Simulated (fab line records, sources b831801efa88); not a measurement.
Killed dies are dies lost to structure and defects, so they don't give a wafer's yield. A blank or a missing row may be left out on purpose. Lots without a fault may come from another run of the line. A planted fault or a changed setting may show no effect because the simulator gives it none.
A struck lot beside a sound one | flow sky130 | 43 steps out of a route of 708
Sound: wafers L196.2, L196.3, L196.5. Struck: wafers L208.1, L208.2, L208.3. The cause comes at the end.
At each step with rows: each side's tool, then ch and its chambers, then its first start. Under that, the readings that differ: sound wafers | struck wafers | difference of the means | sigmas: that difference in standard deviations of wafers without a fault.
alike: readings whose means differ by less than 2 such deviations, and words and numbers that are the same on both sides. not compared: withheld readings, readings that some wafer has no value for, bounds like >300 that may hide the same value, and numbers for which the record gives no deviation and whose values overlap.
The two part at a step that has a row with sigmas, a row that says differs or no value, or rows on one side only. Numbers that don't overlap but have no deviation are shown without sigmas and don't part them. A reading that every wafer of one side lacks parts them only if that side has two wafers or more.

first, 7 steps without rows for these wafers: SKY_LDD_N_DEHYDRATE_00 (time 60 s); SKY_LDD_N_HMDS_01 (prime time 60 s); SKY_LDD_N_COAT_02 (resist thk 306 nm); SKY_LDD_N_SOFTBAKE_03 (time 60 s); SKY_LDD_N_EXPOSE_04 (exposes mask NTM, target cd 840 nm); SKY_LDD_N_PEB_05; SKY_LDD_N_DEVELOP_06 (develop time 60 s).
SKY_LDD_N_OVL_MEAS_07:
  sound on overlay-02, day 19 01:13; struck on overlay-02, day 22 19:10
  alike: LDD_N_OVL
then, 4 steps without rows for these wafers: SKY_LDD_N_IMPLANT_08; SKY_LDD_N_IMPLANT_09; SKY_LDD_N_IMPLANT_10; SKY_LDD_N_IMPLANT_11.
SKY_LDD_N_IMPLANT_12:
  sound on implanter-04 ch 0, day 19 01:52; struck on implanter-02 ch 0, day 22 19:49
then, 3 steps without rows for these wafers: SKY_LDD_N_IMPLANT_13; SKY_LDD_N_IMPLANT_14; SKY_LDD_N_IMPLANT_15.
SKY_LDD_N_STRIP_16: strips in O2/N2.
  sound on plasma_asher-03 ch 0, day 19 02:26; struck on plasma_asher-01 ch 0,1, day 22 20:25
  alike: drypump_motor_current_A, oes_product_au, strip_time_to_endpoint_s
  not compared: rf_hours_counter_h
SKY_LDD_N_TW_MEAS_17:
  sound on film_metro-01, day 19 02:33; struck on film_metro-03, day 22 20:31
  reading  | sound          | struck         | difference | sigmas
  LDD_N_TW | 2548 2579 2564 | 2597 2603 2601 | +37        | +2
then, 7 steps without rows for these wafers: SKY_LDD_P_DEHYDRATE_00 (time 60 s); SKY_LDD_P_HMDS_01 (prime time 60 s); SKY_LDD_P_COAT_02 (resist thk 1140 nm); SKY_LDD_P_SOFTBAKE_03 (time 60 s); SKY_LDD_P_EXPOSE_04 (exposes mask PSDM, target cd 380 nm); SKY_LDD_P_PEB_05; SKY_LDD_P_DEVELOP_06 (develop time 60 s).
SKY_LDD_P_CD_MEAS_07: target cd 380 nm.
  sound on cd_sem-02, day 20 09:26; struck on cd_sem-01, day 24 02:03
  alike: cd_nm
SKY_LDD_P_OVL_MEAS_08:
  sound on overlay-02, day 20 09:33; struck on overlay-02, day 24 02:10
  alike: LDD_P_OVL
then, 1 step without rows for these wafers: SKY_LDD_P_IMPLANT_09.
SKY_LDD_P_STRIP_10: strips in O2/N2.
  sound on plasma_asher-02 ch 0, day 20 09:44; struck on plasma_asher-02 ch 0,1, day 24 02:22
  alike: drypump_motor_current_A, oes_product_au, strip_time_to_endpoint_s
  not compared: rf_hours_counter_h
SKY_LDD_P_TW_MEAS_11:
  sound on film_metro-03, day 20 09:50; struck on film_metro-01, day 24 02:28
  alike: LDD_P_TW
then, 7 steps without rows for these wafers: SKY_LDD_HVN_DEHYDRATE_00 (time 60 s); SKY_LDD_HVN_HMDS_01 (prime time 60 s); SKY_LDD_HVN_COAT_02 (resist thk 300 nm); SKY_LDD_HVN_SOFTBAKE_03 (time 60 s); SKY_LDD_HVN_EXPOSE_04 (exposes mask HVNTM, target cd 700 nm); SKY_LDD_HVN_PEB_05; SKY_LDD_HVN_DEVELOP_06 (develop time 60 s).
SKY_LDD_HVN_OVL_MEAS_07:
  sound on overlay-02, day 21 16:23; struck on overlay-01, day 25 08:22
  alike: LDD_HVN_OVL
then, 1 step without rows for these wafers: SKY_LDD_HVN_IMPLANT_08.
SKY_LDD_HVN_STRIP_09: strips in O2/N2.
  sound on plasma_asher-02 ch 1, day 21 16:34; struck on plasma_asher-04 ch 0,1, day 25 08:33
  alike: drypump_motor_current_A, oes_product_au, strip_time_to_endpoint_s
  not compared: rf_hours_counter_h
SKY_LDD_HVN_TW_MEAS_10:
  sound on film_metro-04, day 21 16:40; struck on film_metro-01, day 25 08:39
  reading    | sound          | struck         | difference | sigmas
  LDD_HVN_TW | 1457 1451 1461 | 1426 1442 1427 | -25        | -2
then, 1 step without rows for these wafers: SKY_LDD_HVP_DEHYDRATE_00 (time 60 s).
-- the record jumps here: 24 days lie between the struck wafers' starts before and after (it left off in module LDD_HVP and takes up again in module PAD_OPEN, whose first step shown is number 708 of the route) --
SKY_PAD_OPEN_PROBE_99:
  sound on prober-01, day 46 17:36; struck on prober-01, day 49 07:46
  reading                                 | sound                    | struck                  | difference | sigmas
  model.etest.nfet_01v8.drive_ua_um_range | 9.073 8.041 6.33         | 14.12 15.9 17.42        | +8.00      |
  model.etest.nfet_01v8.vt_v_range        | 0.01121 0.01101 0.005616 | 0.02315 0.02012 0.01901 | +0.01148   |
  alike: killed_at_M0_to_M3, killed_at_M4_up, killed_at_contacts, killed_at_front_end, killed_at_other, killed_dies, killed_on_rim, killed_open, killed_short

WHERE THEY PART
First at SKY_LDD_N_TW_MEAS_17; last, within this record, at SKY_LDD_HVN_TW_MEAS_10. Later steps at which nothing parts them and some readings are alike: SKY_PAD_OPEN_PROBE_99.

WHY: what the simulator had put in
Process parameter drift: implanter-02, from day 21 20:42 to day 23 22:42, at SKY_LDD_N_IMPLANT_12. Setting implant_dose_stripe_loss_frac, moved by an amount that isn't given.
